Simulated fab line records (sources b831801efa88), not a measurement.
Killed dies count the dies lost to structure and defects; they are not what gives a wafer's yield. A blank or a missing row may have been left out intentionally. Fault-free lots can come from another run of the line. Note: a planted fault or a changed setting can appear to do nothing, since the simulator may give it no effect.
What tool caused it? -- flow sky130 -- 18 wafers sampled from 6 lots at 1 step of a route of 708

== WHAT EACH GAUGE READ, for each wafer ==
SKY_NWELL_RS_MEAS_29: the measuring method here is four-point-probe.
lot,measured,on,NWELL_RS (ohm/sq)
L535,day 6 00:04,film_metro-03,628.4 626.4 627.5
L539,day 7 03:46,film_metro-02,624.7 623.5 624.3
L546,day 8 08:13,film_metro-03,628.7 627.2 628.3
L548,day 8 20:18,film_metro-02,625.3 626.3 626.0
L552,day 10 01:32,film_metro-03,628.3 629.0 628.5
L555,day 10 18:28,film_metro-03,626.0 623.9 624.5

== TOOL THAT RAN EACH LOT (tool first, then ch and the chambers of the sampled wafers, then the start) ==
There is no process step in the record ahead of these readings.

== THE ANSWER, worked out from the rows above alone ==
Rule: the usual values come from the lots themselves. The widest of any qualifying gaps counts: lots, ordered by their means at a reading, are off when they make up no more than a third of the lots, leave a main group of 4 or more, and stand apart from it by 3 or more times the standard deviation of that group's means. Not used: any main group whose means are identical at the precision the tables above print for the reading. Also off: a lot with no number at a reading for which 4 or more lots have one. The other lots that the step has rows for count as sound.
Across all readings shown, no lot is off: no conclusion can be drawn from this.

== WHAT WAS PUT IN BY THE SIMULATOR ==
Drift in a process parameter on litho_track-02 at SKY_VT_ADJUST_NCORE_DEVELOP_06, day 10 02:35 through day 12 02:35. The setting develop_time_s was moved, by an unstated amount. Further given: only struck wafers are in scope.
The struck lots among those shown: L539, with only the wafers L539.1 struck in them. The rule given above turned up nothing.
